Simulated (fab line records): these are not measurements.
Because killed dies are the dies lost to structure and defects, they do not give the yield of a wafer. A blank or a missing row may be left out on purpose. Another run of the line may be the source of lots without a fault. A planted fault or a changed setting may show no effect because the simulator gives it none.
Matching of chambers    flow gf180mcu    rie_diel-02 running GF_M5_ETCH_09: 4 sister chambers
The step etches Si3N4 in CF4/O2, target depth 52 nm, time 11.6 s. 7 wafers are shown with their chamber, then 7 later ones without.

== EACH WAFER AND ITS CHAMBER ==
wafer   chamber  drypump_motor_current_A (A)  oes_product_au (a.u.)
L255.4  1        5.8                          1.014
L257.5  2        4.9                          1.017
L258.1  2        4.8                          0.998
L258.2  3        5.9                          0.998
L258.3  1        5.8                          0.984
L267.1  3        5.9                          0.987
L267.2  0        5.9                          1.000

== WAFERS MISSING THEIR CHAMBER ==
wafer   drypump_motor_current_A (A)  oes_product_au (a.u.)
L267.4  4.8                          0.998
L271.2  5.8                          1.002
L271.5  4.8                          1.009
L271.6  5.8                          1.000
L272.1  5.8                          1.004
L272.4  4.8                          1.004
L272.6  5.9                          0.995

== WHICH CHAMBER EACH ONE RAN IN ==
wafer   from the rows above      in truth
L267.4  2                        2
L271.2  1                        1
L271.5  2                        2
L271.6  1                        1
L272.1  1                        1
L272.4  2                        2
L272.6  can't be placed: 3 or 0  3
Correct placement for 6 of the 7. Cannot be placed on the basis of these rows: 1; the candidates contain the true chamber in 1. 0 placed wrongly.
How it was worked out, from the rows above alone: a wafer's distance from a chamber is the root of the sum, over the readings, of the square of ((its reading less the chamber's mean) divided by the reading's scatter). If the next closest chamber is less than 2 further off than the closest, the wafer can't be placed; otherwise it belongs to the closest. For every chamber, the mean is computed from those of its wafers that are shown. The scatter: take each reading less its chamber's mean, square it, sum over the shown wafers, divide by the number of wafers less the number of chambers, and take the root.
